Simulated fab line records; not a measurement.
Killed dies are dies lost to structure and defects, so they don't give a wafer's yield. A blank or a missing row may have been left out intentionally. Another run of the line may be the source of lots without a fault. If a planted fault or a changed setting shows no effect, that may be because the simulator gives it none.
A lot that was struck, set against a sound lot	flow sky130	16 steps out of a route of 708
Sound: wafers L683.1, L683.2, L683.6. The struck wafers were L687.3, L687.4, L687.5. The cause is given at the end.
At each step with rows: each side's tool, then ch and its chambers, then its first start. Under that, the readings that differ: sound wafers	struck wafers	difference of the means	sigmas: that difference in standard deviations of wafers without a fault.
alike: readings whose means differ by less than 2 such deviations, and words and numbers that are the same on both sides. not compared: withheld readings, readings that some wafer has no value for, bounds like >300 that may hide the same value, and numbers for which the record gives no deviation and whose values overlap.
The two part at a step that has a row with sigmas, a row that says differs or no value, or rows on one side only. Non-overlapping numbers with no deviation appear without sigmas and do not part them. Lack of a reading on every wafer of one side parts them only where that side has two or more wafers.

first, 4 steps without rows for these wafers: SKY_RES_XHIGH_EXPOSE_04 (exposes mask URPM, target cd 1270 nm); SKY_RES_XHIGH_PEB_05; SKY_RES_XHIGH_DEVELOP_06 (develop time 60 s); SKY_RES_XHIGH_IMPLANT_07.
SKY_RES_XHIGH_STRIP_08: strips in O2/N2.
  sound on plasma_asher-03 ch 0,1, day 28 19:31; struck on plasma_asher-04 ch 0,1, day 30 02:43
  alike: chamber_pressure_mTorr, drypump_motor_current_A, o2_flow_sccm, oes_product_au, strip_time_to_endpoint_s
  not compared: rf_hours_counter_h
SKY_RES_XHIGH_TW_MEAS_09:
  sound on film_metro-01, day 28 19:37; struck on film_metro-02, day 30 02:47
  alike: RES_XHIGH_TW
then, 6 steps without rows for these wafers: SKY_SD_N_DEHYDRATE_00 (time 60 s); SKY_SD_N_HMDS_01 (prime time 60 s); SKY_SD_N_COAT_02 (resist thk 1140 nm); SKY_SD_N_SOFTBAKE_03 (time 60 s); SKY_SD_N_EXPOSE_04 (exposes mask NSDM, target cd 380 nm); SKY_SD_N_PEB_05.
SKY_SD_N_DEVELOP_06: develop time 60 s.
  sound on litho_track-04 ch 0, day 29 22:55; struck on litho_track-04 ch 0, day 31 06:43
reading	sound	struck	difference	sigmas
developer_temp_C (C)	22.96 22.98 22.89	20.68 20.55 20.54	-2.35	-24
exhaust_pa (Pa)	43.3 43.6 43.1	46.8 47.5 47.9	+4.1	+4
SKY_SD_N_CD_MEAS_07 targets a cd of 380 nm.
  sound on cd_sem-01, day 29 23:04; struck on cd_sem-01, day 31 07:08
reading	sound	struck	difference	sigmas
cd_nm (nm)	382.7 381.9 379.4	391.3 394.6 395.6	+12.5	+4
  not compared: hold
SKY_SD_N_OVL_MEAS_08:
  sound on overlay-01, day 29 23:11; struck on overlay-01, day 31 17:32
reading	sound	struck	difference	sigmas
hold	- - -	await_dispo/10.3h/release await_dispo/10.3h/release await_dispo/10.3h/release	no value on the sound wafers	
  alike: SD_N_OVL
next, for these wafers, 1 step has no rows: SKY_PAD_OPEN_PROBE_99.

## WHERE THEY PART
At SKY_SD_N_DEVELOP_06 first; at SKY_SD_N_OVL_MEAS_08 last (within this record only).

WHY: what had been put in by the simulator
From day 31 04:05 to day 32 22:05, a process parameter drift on litho_track-04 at SKY_SD_N_DEVELOP_06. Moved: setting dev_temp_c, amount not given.
